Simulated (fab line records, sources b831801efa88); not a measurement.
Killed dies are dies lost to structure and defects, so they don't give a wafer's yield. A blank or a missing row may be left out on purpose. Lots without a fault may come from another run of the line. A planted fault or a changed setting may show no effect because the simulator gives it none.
Chamber matching | flow sky130 | SKY_VIA2_ETCH_15 on rie_diel-04: 4 sister chambers
The step etches SiO2 in C4F8/O2/Ar, stops on TiN, target depth 546 nm, time 84 s. 8 wafers are shown with their chamber, then 7 later ones without.

WAFERS WITH THEIR CHAMBER
wafer  | chamber | oes_product_au (a.u.) | bias_w (W)
L076.5 | 3       | 0.939                 | 1203
L077.1 | 2       | 0.939                 | 1206
L077.5 | 0       | 0.944                 | 1208
L085.1 | 1       | 0.937                 | 1203
L085.3 | 3       | 0.931                 | 1206
L085.4 | 0       | 0.939                 | 1201
L087.1 | 1       | 0.932                 | 1197
L087.2 | 2       | 0.946                 | 1199

WAFERS WITHOUT THEIR CHAMBER
wafer  | oes_product_au (a.u.) | bias_w (W)
L087.4 | 0.942                 | 1199
L094.2 | 0.940                 | 1196
L094.3 | 0.948                 | 1197
L094.5 | 0.940                 | 1199
L096.1 | 0.937                 | 1200
L096.3 | 0.935                 | 1203
L096.6 | 0.928                 | 1205

WHICH CHAMBER EACH WENT THROUGH
wafer  | from the rows above               | in truth
L087.4 | can't be placed: 2 or 0 or 1 or 3 | 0
L094.2 | can't be placed: 1 or 2 or 0 or 3 | 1
L094.3 | can't be placed: 2 or 0 or 1 or 3 | 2
L094.5 | can't be placed: 2 or 1 or 0 or 3 | 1
L096.1 | can't be placed: 1 or 3 or 2 or 0 | 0
L096.3 | can't be placed: 3 or 1 or 0 or 2 | 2
L096.6 | can't be placed: 3 or 1 or 0 or 2 | 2
Placed correctly: 0 of 7. Can't be placed from these rows: 7 (the true chamber is among the candidates in 7). Placed wrongly: 0.
How it was worked out, from the rows above alone: a wafer's distance from a chamber is the root of the sum, over the readings, of the square of ((its reading less the chamber's mean) divided by the reading's scatter). The wafer belongs to the nearest chamber; if the next one is less than 2 further off, it can't be placed. A chamber's mean is the mean of its shown wafers. The scatter: the root of (the sum of the squares of (reading less its chamber's mean) over the shown wafers, divided by (wafers less chambers)).
